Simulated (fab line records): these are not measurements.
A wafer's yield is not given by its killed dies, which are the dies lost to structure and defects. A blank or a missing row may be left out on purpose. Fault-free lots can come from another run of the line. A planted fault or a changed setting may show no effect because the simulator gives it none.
Which tool was responsible? / flow sky130 / Sampling: 11 lots, 33 wafers, 2 of 708 route steps

## WHAT THE GAUGES SHOWED, per wafer
SKY_VIA2_CD_MEAS_12: the cd target is 200 nm.
lot=L987; measured=day 36 04:16; on=cd_sem-01; cd_nm (nm)=203.1 203.2 202.7
lot=L988; measured=day 36 19:32; on=cd_sem-01; cd_nm (nm)=200.5 199.3 200.3
lot=L989; measured=day 37 01:26; on=cd_sem-02; cd_nm (nm)=199.7 201.5 201.7
lot=L993; measured=day 38 12:59; on=cd_sem-02; cd_nm (nm)=198.8 198.2 199.2
lot=L995; measured=day 38 21:02; on=cd_sem-02; cd_nm (nm)=202.3 201.4 201.5
lot=L996; measured=day 39 05:34; on=cd_sem-01; cd_nm (nm)=200.7 201.1 199.7
lot=L997; measured=day 39 13:32; on=cd_sem-01; cd_nm (nm)=199.7 198.8 199.0
lot=L999; measured=day 40 07:22; on=cd_sem-01; cd_nm (nm)=199.5 199.6 199.9
lot=L107; measured=day 42 12:19; on=cd_sem-02; cd_nm (nm)=201.0 201.7 201.4
lot=L109; measured=day 43 01:19; on=cd_sem-01; cd_nm (nm)=200.9 200.2 200.8
lot=L110; measured=day 43 11:09; on=cd_sem-01; cd_nm (nm)=199.9 198.9 199.0

## TOOL THAT RAN EACH LOT (tool first, then ch and the chambers of the sampled wafers, then the start)
lot=L987; SKY_VIA1_ETCH_14=rie_diel-02 ch 1,2,3, day 33 19:44
lot=L988; SKY_VIA1_ETCH_14=rie_diel-02 ch 0,2,3, day 34 11:49
lot=L989; SKY_VIA1_ETCH_14=rie_diel-02 ch 0,2,3, day 34 18:26
lot=L993; SKY_VIA1_ETCH_14=rie_diel-04 ch 0,1,3, day 36 04:55
lot=L995; SKY_VIA1_ETCH_14=rie_diel-01 ch 0,1,2, day 36 14:41
lot=L996; SKY_VIA1_ETCH_14=rie_diel-04 ch 0,1,2, day 36 22:44
lot=L997; SKY_VIA1_ETCH_14=rie_diel-02 ch 0,1, day 37 07:02
lot=L999; SKY_VIA1_ETCH_14=rie_diel-02 ch 0,2,3, day 38 01:25
lot=L107; SKY_VIA1_ETCH_14=rie_diel-04 ch 0,3, day 40 09:24
lot=L109; SKY_VIA1_ETCH_14=rie_diel-01 ch 0,2,3, day 40 22:50
lot=L110; SKY_VIA1_ETCH_14=rie_diel-01 ch 0,1,3, day 41 08:38
- SKY_VIA1_ETCH_14: etches BARC in N2/H2, stops on SiO2, time 45.9 s, target depth 60 nm.

## THE ANSWER, worked out from the rows above alone
Rule: the usual values come from the lots themselves. Put in order of their means at a reading, lots are off if they are a third of the lots or fewer, leave a main group of 4 or more, and stand apart from it by a gap of 3 or more times the standard deviation of the main group's means; of several such gaps the widest counts. A main group whose means are all the same, to the digits that the tables above print for the reading, isn't used. Also off: a lot with no number at a reading for which 4 or more lots have one. Where the step has rows for the other lots, those lots are counted as sound.
No lot is off at any reading shown: from this, nothing can be told.

## WHAT THE SIMULATOR HAD PUT IN
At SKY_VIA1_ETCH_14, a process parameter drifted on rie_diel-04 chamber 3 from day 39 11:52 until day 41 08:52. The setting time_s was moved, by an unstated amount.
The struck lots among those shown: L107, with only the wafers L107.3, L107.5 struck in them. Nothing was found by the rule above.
